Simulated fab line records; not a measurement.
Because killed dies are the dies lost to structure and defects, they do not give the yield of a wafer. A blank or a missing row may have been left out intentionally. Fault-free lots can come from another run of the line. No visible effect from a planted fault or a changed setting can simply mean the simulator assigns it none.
8D (eight disciplines) problem report, filled in by code ; flow gf180mcu ; the parts of the form that need people (team, actions taken, sign-off) are left out

1. THE ISSUE
At GF_VT_IMPLANT_STRIP_31, chamber_pressure_mTorr averages 1801.8 mTorr over 2 wafers from 2 lots, while fault-free wafers read 1500.1 mTorr, standard deviation 1.2. So: +99 or more standard deviations from the usual mean.
The step: strips in O2/N2.
First observed at day 9 04:47: wafer L998.5, on plasma_asher-04. Wafers with a number at this step in the record: 39, from 13 lots. The rule behind "out" and "out of limits": a value lying over 4 standard deviations away from the usual mean. The rest of the wafers with a number are treated as sound.

2. WHAT THIS IS AND IS NOT
question;is;is not
which readings at this step;chamber_pressure_mTorr, strip_time_to_endpoint_s;drypump_motor_current_A, heater_power_w, platen_temp_c
which lots;L998, L999;L105, L109, L110, L111, L112, L113, L990, L991, L992, L993, L994
which wafers of those lots;L998.5, L999.1;L998.1, L998.4, L999.4, L999.6
read on which tools;plasma_asher-04;plasma_asher-02, plasma_asher-03
when;from day 9 04:47;"up to then (17 sound wafers); but 20 sound wafers of L105, L109, L110, L111, L112, L113, L999 came after"

3. WHAT RULES OUT EACH SUSPECT
Counting: if a tool at a process step up to the reading ran every lot that is out, it stays a suspect. Sound lots after the first of them don't rule it out here, since some wafers of a struck lot are sound.
- plasma_asher-04 at GF_VT_IMPLANT_STRIP_31 (strips in O2/N2): kept. Every lot that is out went through it, the first being L998 (day 9 04:47); the last sound lot it ran before that was L994 (day 7 23:38). On those wafers its own readings are out: chamber_pressure_mTorr, strip_time_to_endpoint_s.
- Within plasma_asher-04 at GF_VT_IMPLANT_STRIP_31, the wafers that are out were processed in chamber 1 and their sound lot-mates in chamber 0.
Remaining after the count: plasma_asher-04 at GF_VT_IMPLANT_STRIP_31.

4. THE CAUSE (what the simulator had put in)
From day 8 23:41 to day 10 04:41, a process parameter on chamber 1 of plasma_asher-04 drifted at GF_VT_IMPLANT_STRIP_31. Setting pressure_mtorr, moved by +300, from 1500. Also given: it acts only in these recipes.
Counting left only this tool.

5. SEQUENCE OF EFFECTS, ordered by route
Rows list readings where the struck wafers' mean (over those with a number) sits beyond 3 standard deviations from the usual. Readings are gone through only where the record gives a usual standard deviation; hours: the median, over the lots, of the time from a lot's start at the first step in this table giving one to that lot's start at this step; sigmas: the change measured in usual standard deviations.
hours;step;reading;usual;on struck wafers;change;sigmas
0;GF_VT_IMPLANT_STRIP_31;chamber_pressure_mTorr;1500.1 mTorr;1801.8;+301.7;+99 or more
0;GF_VT_IMPLANT_STRIP_31;oes_product_au;0.709 a.u.;0.728;+0.019;+4.4
0;GF_VT_IMPLANT_STRIP_31;strip_time_to_endpoint_s;12.81 s;12.34;-0.47;-13
It contains these process steps:
- GF_VT_IMPLANT_STRIP_31: strips in O2/N2.
Later steps that measure or inspect, where all struck wafers having a row at the step show a number for every such reading and not one has moved that far: GF_HV_LDD_OVL_MEAS_32.

6. WHAT WOULD HAVE CAUGHT IT SOONER
First out-of-limits reading in this record: day 9 04:47, which is 5 hours after fault onset at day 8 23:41.
